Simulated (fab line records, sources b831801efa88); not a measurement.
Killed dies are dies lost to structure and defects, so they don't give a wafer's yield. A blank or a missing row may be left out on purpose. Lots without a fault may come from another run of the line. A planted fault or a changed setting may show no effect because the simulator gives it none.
A struck lot beside a sound one | flow sky130 | 33 steps out of a route of 708
Sound: wafers L281.2, L281.3, L281.6. Struck: wafers L294.1, L294.3, L294.4. The cause comes at the end.
At each step with rows: each side's tool, then ch and its chambers, then its first start. Under that, the readings that differ: sound wafers | struck wafers | difference of the means | sigmas: that difference in standard deviations of wafers without a fault.
alike: readings whose means differ by less than 2 such deviations, and words and numbers that are the same on both sides. not compared: withheld readings, readings that some wafer has no value for, bounds like >300 that may hide the same value, and numbers for which the record gives no deviation and whose values overlap.
The two part at a step that has a row with sigmas, a row that says differs or no value, or rows on one side only. Numbers that don't overlap but have no deviation are shown without sigmas and don't part them. A reading that every wafer of one side lacks parts them only if that side has two wafers or more.

first, 9 steps without rows for these wafers: SKY_SONOS_TUNNEL_COAT_02 (resist thk 1140 nm); SKY_SONOS_TUNNEL_SOFTBAKE_03 (time 60 s); SKY_SONOS_TUNNEL_EXPOSE_04 (exposes mask TUNM, target cd 410 nm); SKY_SONOS_TUNNEL_PEB_05; SKY_SONOS_TUNNEL_DEVELOP_06 (develop time 60 s); SKY_SONOS_TUNNEL_IMPLANT_09; SKY_SONOS_TUNNEL_WET_ETCH_10 (etches SiO2 in dHF, target depth 14 nm, time 280 s); SKY_SONOS_TUNNEL_STRIP_11 (strips in SPM, time 600 s); SKY_SONOS_TUNNEL_CLEAN_13 (cleans in dHF, time 20 s).
SKY_SONOS_ONO_OXIDATION_00: stabilise 600 s, purge 300 s, target thk 2.6 nm.
  sound on furnace-01 ch 0, day 11 10:43; struck on furnace-01 ch 0, day 15 23:53
  alike: ox_temp_c_max, ramp_up_c_per_min, spike_tc_centre_C, zone_power_bottom_pct, zone_power_lower_pct, zone_power_top_pct, zone_power_upper_pct
then, 22 steps without rows for these wafers: SKY_SONOS_ONO_CVD_02 (deposits Si3N4 from DCS/NH3, target thk 10.5 nm, time 180 s); SKY_SONOS_ONO_CVD_04 (deposits SiO2 from SiH4/N2O, target thk 5.7199 nm); SKY_SONOS_ONO_DEHYDRATE_06 (time 60 s); SKY_SONOS_ONO_HMDS_07 (prime time 60 s); SKY_SONOS_ONO_COAT_08 (resist thk 1140 nm); SKY_SONOS_ONO_SOFTBAKE_09 (time 60 s); SKY_SONOS_ONO_EXPOSE_10 (exposes mask ONOM, target cd 410 nm); SKY_SONOS_ONO_PEB_11; SKY_SONOS_ONO_DEVELOP_12 (develop time 60 s); SKY_SONOS_ONO_ETCH_15 (etches the open film in CHF3/O2, target depth 19.52 nm, time 7.8 s); SKY_SONOS_ONO_WET_ETCH_16 (etches SiO2 in dHF, target depth 14 nm, time 280 s); SKY_SONOS_ONO_STRIP_17 (strips in O2/N2); SKY_SONOS_ONO_WET_ETCH_18 (etches Si3N4 in H3PO4, target depth 15 nm, time 172 s); SKY_GATE_OXIDE_CLEAN_00 (cleans in SC1/SC2, time 150 s); SKY_GATE_OXIDE_OXIDATION_01 (stabilise 600 s, purge 300 s, target thk 10.268 nm); SKY_GATE_OXIDE_DEHYDRATE_03 (time 60 s); SKY_GATE_OXIDE_HMDS_04 (prime time 60 s); SKY_GATE_OXIDE_COAT_05 (resist thk 1140 nm); SKY_GATE_OXIDE_SOFTBAKE_06 (time 60 s); SKY_GATE_OXIDE_EXPOSE_07 (exposes mask LVOM, target cd 600 nm); SKY_GATE_OXIDE_PEB_08; SKY_GATE_OXIDE_DEVELOP_09 (develop time 60 s).
-- the record jumps here: 33 days lie between the struck wafers' starts before and after (it left off in module GATE_OXIDE and takes up again in module PAD_OPEN, whose first step shown is number 708 of the route) --
SKY_PAD_OPEN_PROBE_99:
  sound on prober-01, day 45 20:57; struck on prober-02, day 49 07:22
  reading                                           | sound                | struck               | difference | sigmas
  model.etest.cap_ono.gate_bv_v (V)                 | 16.32 16.68 16.04    | 7.541 7.638 7.704    | -8.719     |
  model.etest.cap_thick_oxide.gate_bv_v (V)         | 15.44 15.76 16.18    | 8.623 8.743 9.206    | -6.936     |
  model.etest.cap_thin_oxide.gate_log10_a_cm2       | -7.229 -7.319 -7.19  | -3.25 -3.432 -3.429  | +3.88      |
  model.etest.diode_nwell_sub.leak_log10_a_cm2      | -7.242 -7.359 -7.448 | -5.596 -5.477 -5.631 | +1.782     |
  model.etest.diode_dnwell_sub.leak_log10_a_cm2     | -7.314 -7.303 -7.341 | -5.49 -5.597 -5.689  | +1.73      |
  model.etest.cap_thin_oxide.gate_bv_v (V)          | 7.085 6.964 6.922    | 5.234 5.193 5.273    | -1.757     |
  model.etest.diode_pwell_dnwell.leak_log10_a_cm2   | -7.752 -7.561 -7.794 | -5.96 -5.978 -5.78   | +1.80      |
  model.etest.diode_ndiff_pwell_hv.leak_log10_a_cm2 | -6.712 -6.846 -6.711 | -5.374 -5.743 -5.718 | +1.145     |
  alike: killed_at_M0_to_M3, killed_at_M4_up, killed_at_contacts, killed_at_front_end, killed_at_other, killed_dies, killed_open, killed_short

WHERE THEY PART
Nowhere in this record.

WHY: what the simulator had put in
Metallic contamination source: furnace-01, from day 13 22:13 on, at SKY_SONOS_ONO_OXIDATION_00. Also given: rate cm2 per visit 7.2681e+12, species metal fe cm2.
